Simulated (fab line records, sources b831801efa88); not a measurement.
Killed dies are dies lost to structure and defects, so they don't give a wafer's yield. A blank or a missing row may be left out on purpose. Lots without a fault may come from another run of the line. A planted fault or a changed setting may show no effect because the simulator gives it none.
One fault seen from 2 desks | flow gf180mcu | each desk has only its own numbers; what lay behind them comes last

THE TOOL OWNER'S DESK: furnace-02
The tool's own readings at GF_DUAL_GATE_OXIDATION_15 (stabilise 600 s, purge 300 s, target thk 7.098 nm): means of the sampled wafers that have a number, for each lot that ran on this tool. A lot is out of limits, marked OUT, if its mean lies more than 4 standard deviations from the usual mean; the brackets give that distance.
Columns: A = spike_tc_bottom_C at GF_DUAL_GATE_OXIDATION_15, usual 870.7 C; B = spike_tc_centre_C at GF_DUAL_GATE_OXIDATION_15, usual 851.2 C; C = spike_tc_lower_C at GF_DUAL_GATE_OXIDATION_15, usual 850.4 C; D = spike_tc_top_C at GF_DUAL_GATE_OXIDATION_15, usual 861.3 C; E = spike_tc_upper_C at GF_DUAL_GATE_OXIDATION_15, usual 851.4 C; F = tube_center_temp_C at GF_DUAL_GATE_OXIDATION_15, usual 850 C; G = tube_center_temp_C_max at GF_DUAL_GATE_OXIDATION_15, usual 852.2
lot  | first seen here | A     | B                | C                | D                | E                | F             | G
L809 | day 9 03:26     | 873.3 | 851.5            | 850.4            | 863.4            | 852.9            | 850           | 852.5
L811 | day 9 14:31     | 881.6 | 859.8 (+7.2) OUT | 857.4 (+6.3) OUT | 871.1            | 860.3 (+7.4) OUT | 857 (+98) OUT | 859.6 (+22) OUT
L812 | day 10 00:14    | 880.1 | 858.3 (+5.9) OUT | 856.3 (+5.4) OUT | 872.2 (+4.0) OUT | 859.2 (+6.5) OUT | 857 (+98) OUT | 859.6 (+23) OUT
L813 | day 10 06:50    | 880.2 | 859.0 (+6.5) OUT | 856.4 (+5.5) OUT | 870.9            | 859.5 (+6.8) OUT | 857 (+97) OUT | 859.4 (+22) OUT
L821 | day 12 20:13    | 873.4 | 852.4            | 850.9            | 863.9            | 851.4            | 850           | 851.9
L824 | day 13 16:05    | 873.4 | 851.4            | 850.1            | 864.3            | 851.3            | 850           | 852.4
L825 | day 14 04:10    | 873.3 | 851.0            | 850.1            | 863.6            | 850.7            | 850           | 852.2
L829 | day 15 05:44    | 873.7 | 852.7            | 850.7            | 863.1            | 852.2            | 850           | 851.8
This desk's finding: out of limits on L811, L812, L813; first on L811, day 9 14:31 (spike_tc_centre_C at GF_DUAL_GATE_OXIDATION_15). In limits: L809, L821, L824, L825, L829.

THE METROLOGY DESK
What the gauges read, lot by lot, whatever tool the lot ran on: means of the sampled wafers that have a number. A lot is out of limits, marked OUT, if its mean lies more than 4 standard deviations from the usual mean; the brackets give that distance.
Columns: A = M3_ALCU_THK at GF_M3_THK_MEAS_06, usual 445 nm
lot  | first seen here | A
L806 | day 20 01:42    | 443
L809 | day 21 06:58    | 443
L811 | day 21 23:49    | 442
L812 | day 22 13:11    | 438
L813 | day 22 21:22    | 447
L820 | day 25 05:59    | 459
L821 | day 26 01:05    | 453
L823 | day 26 14:14    | 450
L824 | day 26 20:28    | 446
L825 | day 27 05:35    | 451
L827 | day 27 19:16    | 449
L828 | day 27 21:42    | 443
L829 | day 28 06:47    | 443
This desk's finding: nothing out of limits on any of the 13 lots.

PUT TOGETHER
The tool owner's desk could have raised an alarm at day 9 14:31, on L811, L812, L813.
The metrology desk saw nothing out of limits.
The metrology desk has L811, L812, L813 on record, within its limits.
Of the lots named, all ran GF_DUAL_GATE_OXIDATION_15 on furnace-02.

WHAT THE SIMULATOR HAD PUT IN
Process parameter drift: furnace-02, from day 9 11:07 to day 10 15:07, at GF_DUAL_GATE_OXIDATION_15. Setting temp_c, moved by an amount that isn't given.
Lots struck among those shown: L811, L812, L813.
Hours from the fault's start to each desk's first reading out of limits: the tool owner's desk, 3.
